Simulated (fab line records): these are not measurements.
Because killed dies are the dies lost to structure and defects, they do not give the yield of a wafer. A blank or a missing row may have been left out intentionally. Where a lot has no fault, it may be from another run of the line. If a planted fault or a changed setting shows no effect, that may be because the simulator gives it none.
fab line records + flow sky130
record
- lots=15
- wafers=45
- last_day=49
route steps=708 shown RES_PROTECT@214 POLY_GATE@231 LDD_N@251
lots that met no fault: taken from a fault-free run of the same line
start_h: the number of hours between the record's first day and the start of the first shown wafer of the lot + wait_h: hours since the lot's step before + " identical to the entry in the row above + L1.1+2: one row covering several wafers at once + - no value present, or no start provided + * or withheld: withheld + < > ~ a bound
route shown NAME@n: a module of which the file shows steps, and the number in the route of the first + usual: average and standard deviation across the fault-free wafers + same: alike in all rows + chamber/n: place in a boat + sites: the reading at each site + _std_site: how widely they spread, as a standard deviation + _edge_site: the outer-site mean with the inner-site mean subtracted + radius_mm: how far each site lies from the wafer's centre + mask NAME#n: copy n + behind: the last tool/chamber to shape the wafer + hold: why the lot was held/for how many hours/how that ended + device: transistor that didn't switch, given as n, p or np + end of line: the route-end tests of the same wafers + step lacking rows: just its recipe + killed: dies lost to structure and defects at the first sort, not the wafer's yield + map: the dies of a wafer, with x for killed, . for not killed, _ for no die there
set.NAME: the setting as run; set.NAME@STEP: as run at that earlier step + model.NAME: the simulator's own value behind a step, which no gauge read
route steps across a sampled set of lots; one table per step, one row per wafer
services: from which hour (start_h, from the record's first day; less than 0 if before it) a tool's chamber was out of use, for how many hours, and why
## steps
# step SKY_RES_PROTECT_STRIP_07
# recipe
- chemistry=O2/N2
- power_w=1400
- pressure_mtorr=1500
- platen_temp_c=withheld
- o2_flow_sccm=3000
- n2_flow_sccm=300
- overash_fraction=0.5
# usual
- drypump_motor_current_A=5.7/0.44
- oes_product_au=0.517/0.0043
- strip_time_to_endpoint_s=23.30/0.042
| lot.wafer | tool            | chamber | start_h | wait_h | drypump_motor_current_A | oes_product_au | rf_hours_counter_h | strip_time_to_endpoint_s |
|-----------|-----------------|---------|---------|--------|-------------------------|----------------|--------------------|--------------------------|
| L415.2    | plasma_asher-04 | 1       | 330.13  | 0.1    | 5.1                     | 0.512          | 67                 | 23.35                    |
| L415.3    | "               | 0       | "       | "      | 5.8                     | 0.509          | -                  | 23.32                    |
| L415.5    | "               | 0       | "       | "      | 5.7                     | 0.516          | -                  | 23.33                    |
| L417.1    | plasma_asher-03 | 1       | 360.09  | 0.1    | 5.5                     | 0.518          | 59                 | 23.38                    |
| L417.2    | "               | 0       | "       | "      | 6.5                     | 0.515          | 59                 | 23.35                    |
| L417.4    | "               | 1       | "       | "      | 5.6                     | 0.518          | -                  | 23.35                    |
| L416.1    | plasma_asher-02 | 0       | 360.53  | 0.1    | 5.9                     | 0.524          | 21                 | 23.28                    |
| L416.5    | "               | 0       | "       | "      | 5.9                     | 0.516          | -                  | 23.32                    |
| L416.6    | "               | 1       | "       | "      | 5.4                     | 0.520          | -                  | 23.34                    |
| L418.2    | plasma_asher-02 | 1       | 365.97  | 0.1    | 5.3                     | 0.514          | 22                 | 23.29                    |
| L418.4    | "               | 1       | "       | "      | 5.3                     | 0.517          | -                  | 23.25                    |
| L418.5    | "               | 0       | "       | "      | 5.9                     | 0.522          | -                  | 23.35                    |
| L419.1    | plasma_asher-03 | 0       | 367.42  | 0.1    | 6.5                     | 0.513          | 60                 | 23.28                    |
| L419.2    | "               | 1       | "       | "      | 5.6                     | 0.512          | 60                 | 23.29                    |
| L419.5    | "               | 1       | "       | "      | 5.6                     | 0.519          | -                  | 23.25                    |
| L420.1    | plasma_asher-04 | 1       | 382.29  | 0.1    | 5.1                     | 0.514          | 74                 | 23.31                    |
| L420.4    | "               | 0       | "       | "      | 5.7                     | 0.527          | -                  | 23.33                    |
| L420.6    | "               | 1       | "       | "      | 5.1                     | 0.518          | -                  | 23.29                    |
| L421.1    | plasma_asher-03 | 1       | 395.53  | 0.1    | 5.6                     | 0.521          | 63                 | 23.23                    |
| L421.4    | "               | 0       | "       | "      | 6.5                     | 0.512          | -                  | 23.24                    |
| L421.6    | "               | 0       | "       | "      | 6.5                     | 0.520          | -                  | 23.24                    |
| L422.2    | plasma_asher-04 | 1       | 403.18  | 0.1    | 5.1                     | 0.521          | 76                 | 23.36                    |
| L422.4    | "               | 1       | "       | "      | 5.1                     | 0.512          | -                  | 23.38                    |
| L422.5    | "               | 1       | "       | "      | 5.1                     | 0.520          | -                  | 23.34                    |
| L423.2    | plasma_asher-04 | 1       | 410.07  | 0.1    | 5.1                     | 0.518          | 76                 | 23.27                    |
| L423.5    | "               | 1       | "       | "      | 5.1                     | 0.521          | -                  | 23.30                    |
| L423.6    | "               | 0       | "       | "      | 5.7                     | 0.521          | -                  | 23.28                    |
| L424.2    | plasma_asher-03 | 0       | 422.14  | 0.1    | 6.5                     | 0.519          | 66                 | 23.29                    |
| L424.4    | "               | 1       | "       | "      | 5.6                     | 0.516          | -                  | 23.31                    |
| L424.6    | "               | 1       | "       | "      | 5.6                     | 0.511          | -                  | 23.34                    |
| L425.1    | plasma_asher-04 | 1       | 429.28  | 0.1    | 5.1                     | 0.516          | 78                 | 23.34                    |
| L425.3    | "               | 0       | "       | "      | 5.8                     | 0.517          | -                  | 23.35                    |
| L425.4    | "               | 1       | "       | "      | 5.1                     | 0.513          | -                  | 23.39                    |
| L426.3    | plasma_asher-03 | 1       | 446.67  | 0.1    | 5.6                     | 0.515          | -                  | 23.28                    |
| L426.5    | "               | 0       | "       | "      | 6.5                     | 0.516          | -                  | 23.29                    |
| L426.6    | "               | 1       | "       | "      | 5.6                     | 0.515          | -                  | 23.33                    |
| L431.1    | plasma_asher-04 | 1       | 484.77  | 0.1    | 5.1                     | 0.510          | 84                 | 23.30                    |
| L431.4    | "               | 1       | "       | "      | 5.1                     | 0.519          | -                  | 23.29                    |
| L431.6    | "               | 0       | "       | "      | 5.8                     | 0.516          | -                  | 23.30                    |
| L433.1    | plasma_asher-02 | 0       | 495.47  | 0.1    | 5.9                     | 0.525          | 33                 | 23.35                    |
| L433.3    | "               | 0       | "       | "      | 5.9                     | 0.507          | -                  | 23.33                    |
| L433.6    | "               | 1       | "       | "      | 5.3                     | 0.513          | -                  | 23.34                    |
| L432.1    | plasma_asher-04 | 0       | 495.77  | 0.1    | 5.7                     | 0.521          | 85                 | 23.37                    |
| L432.2    | "               | 1       | "       | "      | 5.1                     | 0.517          | 85                 | 23.31                    |
| L432.6    | "               | 1       | "       | "      | 5.1                     | 0.515          | -                  | 23.33                    |
# step SKY_POLY_GATE_ETCH_17
# recipe
- target_depth_nm=180
- stop_on=SiO2
- over_etch_frac=0.56667
- chemistry=HBr/Cl2
- target=poly-Si
- icp_w=400
- bias_w=100
- pressure_mtorr=10
- HBr_flow_sccm=150
- Cl2_flow_sccm=50
- time_s=70.5
# usual
- drypump_motor_current_A=5.6/0.52
- he_backside_leak_sccm=2.6/0.32
- oes_product_au=0.983/0.0091
- throttle_valve_pct=33.685/0.0097
# same
- time_s=70.5
| lot.wafer | tool      | chamber | start_h | wait_h | drypump_motor_current_A | he_backside_leak_sccm | oes_product_au | rf_hours_counter_h | throttle_valve_pct |
|-----------|-----------|---------|---------|--------|-------------------------|-----------------------|----------------|--------------------|--------------------|
| L415.2    | rie_si-01 | 2       | 359.95  | 0.1    | 5.6                     | 2.4                   | 0.981          | 2                  | 33.673             |
| L415.3    | "         | 0       | "       | "      | 6.5                     | 2.7                   | 0.980          | 1                  | 33.699             |
| L415.5    | "         | 2       | "       | "      | 5.6                     | 2.4                   | 0.979          | -                  | 33.695             |
| L417.1    | rie_si-02 | 2       | 391.19  | 0.0    | 5.1                     | 2.9                   | 0.965          | 3                  | 33.680             |
| L417.2    | "         | 3       | "       | "      | 5.2                     | 2.9                   | 0.977          | 44                 | 33.683             |
| L417.4    | "         | 1       | "       | "      | 5.2                     | 2.8                   | 0.975          | 4                  | 33.684             |
| L416.1    | rie_si-01 | 0       | 392.19  | 0.0    | 6.5                     | 2.6                   | 0.969          | 1                  | 33.671             |
| L416.5    | "         | 0       | "       | "      | 6.5                     | 2.5                   | 0.975          | -                  | 33.673             |
| L416.6    | "         | 3       | "       | "      | 5.6                     | 2.6                   | 0.972          | -                  | 33.683             |
| L418.2    | rie_si-01 | 0       | 397.06  | 0.0    | 6.5                     | 2.4                   | 0.991          | 1                  | 33.693             |
| L418.4    | "         | 2       | "       | "      | 5.6                     | 2.3                   | 0.979          | 2                  | 33.685             |
| L418.5    | "         | 0       | "       | "      | 6.5                     | 2.4                   | 0.980          | -                  | 33.692             |
| L419.1    | rie_si-02 | 0       | 399.64  | 0.0    | 5.1                     | 2.5                   | 0.978          | 5                  | 33.698             |
| L419.2    | "         | 3       | "       | "      | 5.2                     | 3.0                   | 0.977          | 44                 | 33.687             |
| L419.5    | "         | 0       | "       | "      | 5.1                     | 2.6                   | 0.975          | -                  | 33.684             |
| L420.1    | rie_si-01 | 1       | 414.76  | 0.0    | 6.0                     | 2.4                   | 0.978          | 52                 | 33.702             |
| L420.4    | "         | 0       | "       | "      | 6.5                     | 2.7                   | 0.991          | 1                  | 33.685             |
| L420.6    | "         | 0       | "       | "      | 6.6                     | 2.7                   | 0.992          | -                  | 33.688             |
| L421.1    | rie_si-02 | 1       | 427.89  | 0.0    | 5.2                     | 2.9                   | 0.986          | 4                  | 33.699             |
| L421.4    | "         | 3       | "       | "      | 5.2                     | 2.8                   | 0.988          | 45                 | 33.677             |
| L421.6    | "         | 1       | "       | "      | 5.2                     | 2.8                   | 0.983          | -                  | 33.684             |
| L422.2    | rie_si-02 | 2       | 436.31  | 0.0    | 5.1                     | 2.9                   | 0.975          | 3                  | 33.691             |
| L422.4    | "         | 1       | "       | "      | 5.2                     | 2.9                   | 0.992          | 4                  | 33.696             |
| L422.5    | "         | 1       | "       | "      | 5.2                     | 2.8                   | 0.995          | -                  | 33.683             |
| L423.2    | rie_si-01 | 0       | 442.37  | 0.0    | 6.5                     | 2.5                   | 0.990          | 1                  | 33.692             |
| L423.5    | "         | 0       | "       | "      | 6.5                     | 2.8                   | 0.990          | -                  | 33.692             |
| L423.6    | "         | 3       | "       | "      | 5.6                     | 2.7                   | 0.994          | -                  | 33.674             |
| L424.2    | rie_si-01 | 2       | 456.12  | 0.0    | 5.6                     | 2.2                   | 0.979          | 3                  | 33.697             |
| L424.4    | "         | 1       | "       | "      | 6.0                     | 2.4                   | 1.002          | 53                 | 33.694             |
| L424.6    | "         | 0       | "       | "      | 6.5                     | 2.7                   | 0.994          | -                  | 33.678             |
| L425.1    | rie_si-01 | 0       | 463.49  | 0.0    | 6.5                     | 2.8                   | 0.981          | 2                  | 33.678             |
| L425.3    | "         | 2       | "       | "      | 5.6                     | 2.5                   | 0.973          | 3                  | 33.673             |
| L425.4    | "         | 1       | "       | "      | 6.0                     | 2.4                   | 0.985          | 53                 | 33.673             |
| L426.3    | rie_si-01 | 1       | 479.89  | 0.0    | 6.0                     | 2.3                   | 0.976          | 53                 | 33.698             |
| L426.5    | "         | 2       | "       | "      | 5.6                     | 2.4                   | 0.970          | -                  | 33.689             |
| L426.6    | "         | 3       | "       | "      | 5.6                     | 2.6                   | 0.993          | -                  | 33.679             |
| L431.1    | rie_si-02 | 2       | 517.09  | 0.0    | 5.0                     | 2.8                   | 0.976          | 3                  | 33.676             |
| L431.4    | "         | 1       | "       | "      | 5.2                     | 2.8                   | 0.992          | 4                  | 33.689             |
| L431.6    | "         | 2       | "       | "      | 5.1                     | 2.8                   | 0.972          | -                  | 33.691             |
| L433.1    | rie_si-01 | 2       | 527.36  | 0.0    | 5.6                     | 2.4                   | 0.971          | 3                  | 33.689             |
| L433.3    | "         | 3       | "       | "      | 5.6                     | 2.7                   | 0.978          | 41                 | 33.689             |
| L433.6    | "         | 0       | "       | "      | 6.5                     | 2.6                   | 0.976          | -                  | 33.690             |
| L432.1    | rie_si-02 | 3       | 529.11  | 0.0    | 5.2                     | 3.2                   | 0.986          | 45                 | 33.703             |
| L432.2    | "         | 0       | "       | "      | 5.1                     | 2.7                   | 0.986          | 5                  | 33.694             |
| L432.6    | "         | 2       | "       | "      | 5.1                     | 2.8                   | 0.977          | -                  | 33.688             |
# step SKY_LDD_N_IMPLANT_14
# recipe
- species=BF2
- energy_kev=50
- dose_cm2=5e+12
- tilt_deg=30
- rotation_deg=180
# usual
- beam_energy_keV=50.001/0.015
- beam_on_s=10.00/0.21
- faraday_current_uA=28.2/0.58
| lot.wafer | tool         | chamber | start_h | wait_h | beam_energy_keV | beam_on_s | faraday_current_uA |
|-----------|--------------|---------|---------|--------|-----------------|-----------|--------------------|
| L415.2    | implanter-01 | 0       | 393.18  | 0.1    | 49.970          | 10.14     | 27.8               |
| L415.3    | "            | 0       | "       | "      | 49.997          | 9.78      | 28.8               |
| L415.5    | "            | 0       | "       | "      | 49.993          | 10.19     | 27.7               |
| L417.1    | implanter-02 | 0       | 424.94  | 0.1    | 49.978          | 10.01     | 28.2               |
| L417.2    | "            | 0       | "       | "      | 49.964          | 10.22     | 27.6               |
| L417.4    | "            | 0       | "       | "      | 49.986          | 10.01     | 28.2               |
| L416.1    | implanter-03 | 0       | 425.21  | 0.1    | 50.018          | 9.75      | 28.8               |
| L416.5    | "            | 0       | "       | "      | 50.017          | 9.80      | 28.8               |
| L416.6    | "            | 0       | "       | "      | 50.010          | 9.70      | 29.1               |
| L418.2    | implanter-01 | 0       | 432.53  | 0.1    | 49.980          | 9.65      | 29.3               |
| L418.4    | "            | 0       | "       | "      | 50.004          | 10.08     | 28.0               |
| L418.5    | "            | 0       | "       | "      | 49.984          | 9.95      | 28.3               |
| L419.1    | implanter-03 | 0       | 432.61  | 0.1    | 50.016          | 10.52     | 26.9               |
| L419.2    | "            | 0       | "       | "      | 49.999          | 9.99      | 28.3               |
| L419.5    | "            | 0       | "       | "      | 50.025          | 9.95      | 28.4               |
| L420.1    | implanter-01 | 0       | 448.44  | 0.1    | 50.002          | 10.13     | 27.8               |
| L420.4    | "            | 0       | "       | "      | 49.987          | 10.02     | 28.1               |
| L420.6    | "            | 0       | "       | "      | 50.006          | 10.03     | 28.2               |
| L421.1    | implanter-03 | 0       | 461.26  | 0.1    | 50.001          | 10.23     | 27.6               |
| L421.4    | "            | 0       | "       | "      | 50.000          | 9.86      | 28.5               |
| L421.6    | "            | 0       | "       | "      | 49.993          | 9.82      | 28.6               |
| L422.2    | implanter-02 | 0       | 469.58  | 0.1    | 50.001          | 10.27     | 27.4               |
| L422.4    | "            | 0       | "       | "      | 49.986          | 10.47     | 27.0               |
| L422.5    | "            | 0       | "       | "      | 49.992          | 10.17     | 27.7               |
| L423.2    | implanter-01 | 0       | 476.32  | 0.1    | 49.977          | 9.78      | 28.7               |
| L423.5    | "            | 0       | "       | "      | 50.001          | 10.00     | 28.2               |
| L423.6    | "            | 0       | "       | "      | 50.016          | 9.76      | 28.8               |
| L424.2    | implanter-01 | 0       | 489.94  | 0.1    | 49.985          | 9.99      | 28.3               |
| L424.4    | "            | 0       | "       | "      | 50.022          | 9.95      | 28.4               |
| L424.6    | "            | 0       | "       | "      | 50.006          | 10.06     | 28.0               |
| L425.1    | implanter-01 | 0       | 496.36  | 0.1    | 49.997          | 9.92      | 28.4               |
| L425.3    | "            | 0       | "       | "      | 50.014          | 9.93      | 28.3               |
| L425.4    | "            | 0       | "       | "      | 49.999          | 10.16     | 27.9               |
| L426.3    | implanter-03 | 0       | 513.31  | 0.1    | 49.993          | 9.80      | 28.8               |
| L426.5    | "            | 0       | "       | "      | 49.971          | 10.23     | 27.6               |
| L426.6    | "            | 0       | "       | "      | 49.965          | 10.14     | 27.8               |
| L431.1    | implanter-03 | -       | 549.24  | 0.1    | -               | -         | -                  |
| L431.4    | "            | -       | "       | "      | -               | -         | -                  |
| L431.6    | "            | -       | "       | "      | -               | -         | -                  |
| L433.1    | implanter-02 | -       | 559.49  | 0.1    | -               | -         | -                  |
| L433.3    | "            | -       | "       | "      | -               | -         | -                  |
| L433.6    | "            | -       | "       | "      | -               | -         | -                  |
| L432.1    | implanter-02 | -       | 561.71  | 0.1    | -               | -         | -                  |
| L432.2    | "            | -       | "       | "      | -               | -         | -                  |
| L432.6    | "            | -       | "       | "      | -               | -         | -                  |
# step SKY_LDD_N_TW_MEAS_17
# usual
- LDD_N_TW=2572/39
| lot.wafer | tool          | chamber | start_h | wait_h | LDD_N_TW |
|-----------|---------------|---------|---------|--------|----------|
| L415.2    | film_metro-03 | -       | 393.57  | 0.1    | 2623     |
| L415.3    | "             | -       | "       | "      | 2623     |
| L415.5    | "             | -       | "       | "      | 2622     |
| L417.1    | film_metro-03 | -       | 425.34  | 0.1    | 2609     |
| L417.2    | "             | -       | "       | "      | 2621     |
| L417.4    | "             | -       | "       | "      | 2624     |
| L416.1    | film_metro-02 | -       | 425.61  | 0.1    | 2526     |
| L416.5    | "             | -       | "       | "      | 2533     |
| L416.6    | "             | -       | "       | "      | 2522     |
| L418.2    | film_metro-02 | -       | 432.92  | 0.1    | 2522     |
| L418.4    | "             | -       | "       | "      | 2536     |
| L418.5    | "             | -       | "       | "      | 2529     |
| L419.1    | film_metro-04 | -       | 433.01  | 0.1    | 2554     |
| L419.2    | "             | -       | "       | "      | 2543     |
| L419.5    | "             | -       | "       | "      | 2545     |
| L420.1    | film_metro-03 | -       | 448.84  | 0.1    | 2634     |
| L420.4    | "             | -       | "       | "      | 2624     |
| L420.6    | "             | -       | "       | "      | 2619     |
| L421.1    | film_metro-03 | -       | 461.66  | 0.1    | 2625     |
| L421.4    | "             | -       | "       | "      | 2630     |
| L421.6    | "             | -       | "       | "      | 2639     |
| L422.2    | film_metro-04 | -       | 469.97  | 0.1    | 2561     |
| L422.4    | "             | -       | "       | "      | 2558     |
| L422.5    | "             | -       | "       | "      | 2565     |
| L423.2    | film_metro-04 | -       | 476.70  | 0.1    | 2567     |
| L423.5    | "             | -       | "       | "      | 2558     |
| L423.6    | "             | -       | "       | "      | 2544     |
| L424.2    | film_metro-04 | -       | 490.32  | 0.1    | 2527     |
| L424.4    | "             | -       | "       | "      | 2527     |
| L424.6    | "             | -       | "       | "      | 2531     |
| L425.1    | film_metro-03 | -       | 496.76  | 0.1    | 2607     |
| L425.3    | "             | -       | "       | "      | 2597     |
| L425.4    | "             | -       | "       | "      | 2603     |
| L426.3    | film_metro-02 | -       | 513.68  | 0.1    | 2525     |
| L426.5    | "             | -       | "       | "      | 2542     |
| L426.6    | "             | -       | "       | "      | 2537     |
| L431.1    | film_metro-03 | -       | 549.64  | 0.1    | 2609     |
| L431.4    | "             | -       | "       | "      | 2608     |
| L431.6    | "             | -       | "       | "      | 2612     |
| L433.1    | film_metro-02 | -       | 559.89  | 0.1    | 2525     |
| L433.3    | "             | -       | "       | "      | 2522     |
| L433.6    | "             | -       | "       | "      | 2522     |
| L432.1    | film_metro-02 | -       | 562.11  | 0.1    | 2532     |
| L432.2    | "             | -       | "       | "      | 2549     |
| L432.6    | "             | -       | "       | "      | 2538     |
## services
| tool            | chamber | start_h | hours | kind           |
|-----------------|---------|---------|-------|----------------|
| plasma_asher-03 | -       | 318.34  | 0.4   | repair         |
| plasma_asher-02 | -       | 326.86  | 28.1  | pm             |
| implanter-01    | -       | 335.10  | 1.8   | repair         |
| rie_si-02       | 3       | 352.15  | 2.5   | repair         |
| rie_si-01       | 3       | 354.42  | 8.6   | repair         |
| rie_si-02       | 2       | 367.59  | 5.0   | repair         |
| plasma_asher-02 | -       | 373.87  | 12.6  | repair         |
| plasma_asher-04 | -       | 381.32  | 0.6   | repair         |
| plasma_asher-04 | -       | 391.98  | 3.4   | repair         |
| implanter-02    | -       | 399.32  | 4.1   | pm             |
| implanter-01    | -       | 404.28  | 1.6   | repair         |
| implanter-01    | -       | 439.28  | 5.4   | repair         |
| implanter-02    | -       | 446.11  | 1.1   | repair         |
| implanter-01    | -       | 450.88  | 10.0  | repair         |
| plasma_asher-03 | -       | 471.37  | 7.7   | repair         |
| implanter-02    | -       | 473.37  | 4.7   | repair         |
| implanter-02    | -       | 478.30  | 2.0   | repair         |
| rie_si-01       | 1       | 509.41  | -     | clean          |
| rie_si-01       | 1       | 509.41  | 22.2  | scheduled_down |
| plasma_asher-04 | -       | 513.51  | 4.3   | pm             |
| rie_si-02       | 0       | 536.91  | 3.0   | repair         |
| implanter-02    | -       | 550.75  | 3.8   | pm             |
| implanter-03    | -       | 555.33  | 5.8   | pm             |
| implanter-02    | -       | 556.28  | 1.0   | repair         |
## key
first_sign
- step=SKY_LDD_N_IMPLANT_14
- reading=tool_record
- direction=missing
effect none on later readings
met_at SKY_LDD_N_IMPLANT_14
struck_lots L431,L432,L433
later_rows_left_out L431.1,L431.4,L431.6,L432.1,L432.2,L432.6,L433.1,L433.3,L433.6
sort_left_out L431.1,L431.4,L431.6,L432.1,L432.2,L432.6,L433.1,L433.3,L433.6
tester_left_out L431,L432,L433
not_acting_at SKY_RES_PROTECT_STRIP_07,SKY_POLY_GATE_ETCH_17,SKY_LDD_N_TW_MEAS_17
onset_between 513.31 549.24
fault
- kind=skipped_step_whole
- tool=implanter-02,implanter-03
- chamber=-
- onset_h=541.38
- steps=SKY_LDD_N_IMPLANT_14
- scope=struck_lots_only
# tester_left_out: of these lots the tester's yield and bins aren't shown, on N5 and GAA mostly nor the transistor test; their killed dies are dies lost to structure and defects alone, not to doping, threshold or leakage, so they don't give the yield
# sort_left_out: the simulated sort isn't trusted on such a fault, so these wafers' sort isn't shown, and their yield isn't known
# later_rows_left_out: the simulator's readings of these wafers behind a module that went badly wrong aren't trusted and aren't shown, but for the sort
